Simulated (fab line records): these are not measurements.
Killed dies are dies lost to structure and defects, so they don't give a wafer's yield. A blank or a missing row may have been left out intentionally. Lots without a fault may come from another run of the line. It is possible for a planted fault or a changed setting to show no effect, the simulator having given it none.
Which of the tools did it?    flow gf180mcu    29 wafers from 10 lots sampled at 7 of the route's 602 steps

## WHAT THE GAUGES SHOWED, per wafer
GF_V1_RS_MEAS_24: the measuring method here is four-point-probe. Usual: V1_W_RS gives 0.326 ohm/sq (standard deviation 0.0031).
lot   measured      on            V1_W_RS (ohm/sq)         flag
L941  day 18 18:47  filmMetro-04  0.326 0.327 0.327        
L942  day 19 00:40  filmMetro-04  0.326 0.326 0.330        
L943  day 19 22:35  filmMetro-03  0.325 0.323 0.323        
L944  day 20 02:35  filmMetro-04  0.323 0.322 0.324        
L947  day 20 23:59  filmMetro-04  0.326 0.327 0.327        
L953  day 23 07:23  filmMetro-03  0.323 0.214 0.324 0.214  OFF
L958  day 24 21:14  filmMetro-01  0.327 0.330 0.329        
L962  day 26 03:50  filmMetro-04  0.330 0.333 0.330        
L963  day 26 08:05  filmMetro-04  0.329 0.331 0.326        
L964  day 26 11:56  filmMetro-01  0.322 0.326 0.323        

GF_V1_THK_MEAS_25: measures by xrf. Usual: V1_W_THK gives 357 nm (standard deviation 4.9).
lot   measured      on            V1_W_THK (nm)    flag
L941  day 18 18:53  filmMetro-04  357 356 357      
L942  day 19 00:47  filmMetro-04  351 353 347      
L943  day 19 22:40  filmMetro-03  355 357 358      
L944  day 20 02:42  filmMetro-04  361 362 361      
L947  day 21 00:04  filmMetro-04  356 352 350      
L953  day 23 11:59  filmMetro-03  362 549 364 556  OFF
L958  day 24 21:21  filmMetro-01  359 355 355      
L962  day 26 03:56  filmMetro-04  354 350 350      
L963  day 26 08:12  filmMetro-04  350 351 357      
L964  day 26 12:03  filmMetro-01  369 363 367      

GF_M2_THK_MEAS_06: measures by xrf. Usual: M2_ALCU_THK gives 451 nm (standard deviation 4.5).
lot   measured      on            M2_ALCU_THK (nm)  flag
L941  day 18 20:44  filmMetro-01  444 453 448       
L942  day 19 01:29  filmMetro-04  451 450 454       
L943  day 19 23:22  filmMetro-04  448 444 450       
L944  day 20 03:24  filmMetro-02  445 453 446       
L947  day 21 00:46  filmMetro-01  451 458 456       
L953  day 23 18:41  filmMetro-04  452 459           
L958  day 24 22:03  filmMetro-02  452 450 451       
L962  day 26 04:38  filmMetro-01  450 452 452       
L963  day 26 08:54  filmMetro-04  451 445 448       
L964  day 26 12:46  filmMetro-04  457 458 457       

## TOOL THAT RAN EACH LOT (tool first, then ch and the chambers of the sampled wafers, then the start)
lot   GF_V1_CVD_23                  GF_V1_CMP_26                   GF_M2_SPUTTER_01             GF_M2_SPUTTER_03
L941  cvdW-01 ch 0,1, day 18 18:39  cmp-01 ch 1,2,3, day 18 18:59  pvdSputter-01, day 18 19:20  pvdSputter-01, day 18 19:24
L942  cvdW-02 ch 1, day 19 00:27    cmp-02 ch 0,1,2, day 19 00:54  pvdSputter-02, day 19 01:15  pvdSputter-02, day 19 01:19
L943  cvdW-02 ch 0,1, day 19 22:26  cmp-02 ch 0,3, day 19 22:42    pvdSputter-01, day 19 23:06  pvdSputter-01, day 19 23:10
L944  cvdW-01 ch 0,1, day 20 02:28  cmp-01 ch 0,3, day 20 02:45    pvdSputter-02, day 20 03:09  pvdSputter-02, day 20 03:13
L947  cvdW-01 ch 0,1, day 20 23:50  cmp-01 ch 1,2, day 21 00:06    pvdSputter-02, day 21 00:30  pvdSputter-02, day 21 00:34
L953  cvdW-01 ch 0,1, day 23 07:15  cmp-02 ch 1,3, day 23 18:08    pvdSputter-03, day 23 18:26  pvdSputter-03, day 23 18:29
L958  cvdW-02 ch 0, day 24 21:01    cmp-01 ch 2,3, day 24 21:25    pvdSputter-02, day 24 21:49  pvdSputter-02, day 24 21:52
L962  cvdW-02 ch 0,1, day 26 03:43  cmp-01 ch 0,1, day 26 03:59    pvdSputter-01, day 26 04:23  pvdSputter-01, day 26 04:26
L963  cvdW-02 ch 0,1, day 26 07:58  cmp-02 ch 0,2,3, day 26 08:25  pvdSputter-02, day 26 08:40  pvdSputter-02, day 26 08:43
L964  cvdW-01 ch 0,1, day 26 11:49  cmp-02 ch 1,2,3, day 26 12:12  pvdSputter-03, day 26 12:30  pvdSputter-03, day 26 12:34
- GF_V1_CVD_23: deposits W, target thk 350 nm, time 105.05 s.
- GF_V1_CMP_26: polishes, stops on SiO2, t overpolish 15 s, target thk 0 nm.
- GF_M2_SPUTTER_01: material TiN, target thk 30 nm, time 25 s.
- GF_M2_SPUTTER_03: material Ti, target thk 10 nm, time 6.7 s.

## WHAT THE TOOLS THEMSELVES READ (means of the sampled wafers that have a number; where no wafer has one, the mark that the record gives instead)
GF_V1_CVD_23. Usual: 860 W for heaterPowerW, sd 53.
lot   tool     heaterPowerW (W)  flag
L941  cvdW-01  829               
L942  cvdW-02  882               
L943  cvdW-02  905               
L944  cvdW-01  808               
L947  cvdW-01  841               
L953  cvdW-01  814               
L958  cvdW-02  926               
L962  cvdW-02  919               
L963  cvdW-02  903               
L964  cvdW-01  836               

GF_V1_CMP_26. Usual: motorCurrentA 11.5 A, standard deviation 1.3; timeToEndpointS 86 s, standard deviation 3.1.
lot   tool    motorCurrentA (A)  timeToEndpointS (s)  flag
L941  cmp-01  10.1               86                   
L942  cmp-02  12.0               86                   
L943  cmp-02  13.4               84                   
L944  cmp-01  11.5               82                   
L947  cmp-01  10.1               87                   
L953  cmp-02  12.3               114                  OFF
L958  cmp-01  10.6               86                   
L962  cmp-01  11.0               83                   
L963  cmp-02  12.7               87                   
L964  cmp-02  12.6               86                   

GF_M2_SPUTTER_01. Usual: chamberPressurePa 0.3999 Pa, standard deviation 0.00087; throttleValvePct 30.4 %, standard deviation 1.
lot   tool           chamberPressurePa (Pa)  throttleValvePct (%)  flag
L941  pvdSputter-01  0.3997                  30.3                  
L942  pvdSputter-02  0.4002                  29.6                  
L943  pvdSputter-01  0.4000                  30.9                  
L944  pvdSputter-02  0.3999                  29.8                  
L947  pvdSputter-02  0.4000                  29.9                  
L953  pvdSputter-03  0.4000                  31.0                  
L958  pvdSputter-02  0.4008                  30.1                  
L962  pvdSputter-01  0.4003                  30.7                  
L963  pvdSputter-02  0.3998                  29.4                  
L964  pvdSputter-03  0.3999                  31.0                  

GF_M2_SPUTTER_03. Usual: chamberPressurePa 0.3001 Pa, standard deviation 0.00059; throttleValvePct 30.4 %, standard deviation 1.
lot   tool           chamberPressurePa (Pa)  throttleValvePct (%)  flag
L941  pvdSputter-01  0.3003                  30.4                  
L942  pvdSputter-02  0.2998                  29.8                  
L943  pvdSputter-01  0.3000                  30.8                  
L944  pvdSputter-02  0.3006                  30.0                  
L947  pvdSputter-02  0.3004                  30.0                  
L953  pvdSputter-03  0.2998                  31.0                  
L958  pvdSputter-02  0.3005                  30.1                  
L962  pvdSputter-01  0.3002                  30.5                  
L963  pvdSputter-02  0.2996                  29.4                  
L964  pvdSputter-03  0.3003                  31.0                  

## THE ANSWER, worked out from the rows above alone
Rule: take the mean of a lot's wafers that have a number; if it is more than 3 standard deviations from the usual mean, the lot is off. A lot without any number at a reading at which 4 lots or more have one is off too. Where the step has rows for the other lots, those lots are counted as sound. Order of review: gauges by route order, followed by the tools' own readings, for which a lot's mean as printed above is used. At the first step where some lot is off, the reading lying furthest off is the one used; lots without a number count as furthest.
Off: L953, at GF_V1_RS_MEAS_24 (V1_W_RS).
If a tool, at a process step before that reading, ran all the lots that are off and no sound lot after the first of them, it fits. Not tried: the gauges at GF_V1_RS_MEAS_24; whatever is off there is also off at GF_V1_CMP_26, on other tools, and gauge error can't account for it. Not one of the candidates tried fits.

## WHAT THE SIMULATOR HAD INSERTED
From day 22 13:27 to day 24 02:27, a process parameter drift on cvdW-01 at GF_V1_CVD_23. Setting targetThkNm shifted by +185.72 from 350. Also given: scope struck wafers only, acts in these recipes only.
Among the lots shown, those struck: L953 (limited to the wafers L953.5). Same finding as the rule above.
